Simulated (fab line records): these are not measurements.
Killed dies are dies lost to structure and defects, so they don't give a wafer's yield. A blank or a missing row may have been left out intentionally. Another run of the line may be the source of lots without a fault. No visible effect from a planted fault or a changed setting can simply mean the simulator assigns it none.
One fault seen from 2 desks    flow gf180mcu    each desk holds nothing but its own numbers, with what lay behind them at the end

METROLOGY DESK
Lot by lot, what the gauges showed, no matter which tool ran the lot: averages of those sampled wafers that carry a number. Marked OUT: a lot whose mean sits more than 4 standard deviations from the usual mean, which makes it out of limits; the brackets give that distance.
Columns: A = cd-nm at GF_POLY_GATE_CD_MEAS_10, usual 280.0 nm; B = HV_LDD_2_TW at GF_HV_LDD_TW_MEAS_23, usual 1053
lot   first seen here  A      B
L469  day 9 13:56      280.1  1039
L468  day 9 15:48      277.0  1032
L470  day 9 22:46      279.9  1038
L471  day 10 06:02     280.4  1040
L472  day 10 06:07     279.4  1075
L473  day 10 14:47     280.2  1045
L477  day 11 15:37     280.4  1024
L479  day 12 08:38     280.3  1042
L482  day 13 10:54     280.8  1039
L484  day 13 22:50     280.5  1067
L486  day 15 07:39     278.2  1076
L488  day 15 23:48     280.9  1073
This desk's finding: nothing out of limits on any of the 12 lots.

DESK OF THE TOOL OWNER: iline-stepper-02
The tool's own readings at GF_HV_LDD_EXPOSE_28 (exposes mask Nplus HV AREA, target cd 400 nm): means of the sampled wafers that have a number, for each lot that ran on this tool. Marked OUT: a lot whose mean sits more than 4 standard deviations from the usual mean, which makes it out of limits; the brackets give that distance.
Columns: A = exposure-dose-mJ-cm2 at GF_HV_LDD_EXPOSE_28, usual 140.00
lot   first seen here  A
L468  day 11 17:29     140.01
L471  day 12 07:01     139.95
L477  day 13 22:09     139.95
L479  day 14 13:50     138.29 (-14) OUT
L482  day 15 17:28     138.42 (-13) OUT
Finding of this desk: L479, L482 out of limits; the first was L479 at day 14 13:50, on exposure-dose-mJ-cm2 at GF_HV_LDD_EXPOSE_28. Within limits: L468, L471, L477.

TAKEN TOGETHER
The tool owner's desk had the chance to raise an alarm at day 14 13:50 on L479, L482.
The metrology desk saw nothing out of limits.
The metrology desk has L479, L482 on record, within its limits.
Of the lots named, all ran GF_HV_LDD_EXPOSE_28 on iline-stepper-02.

WHAT THE SIMULATOR HAD PUT IN
Process parameters drifting: iline-stepper-02 at GF_HV_LDD_EXPOSE_28, beginning at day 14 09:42. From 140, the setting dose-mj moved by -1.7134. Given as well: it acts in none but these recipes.
Lots struck among those shown: L479, L482.
How many hours passed from the start of the fault until each desk's first out-of-limits reading: the tool owner's desk, 4.
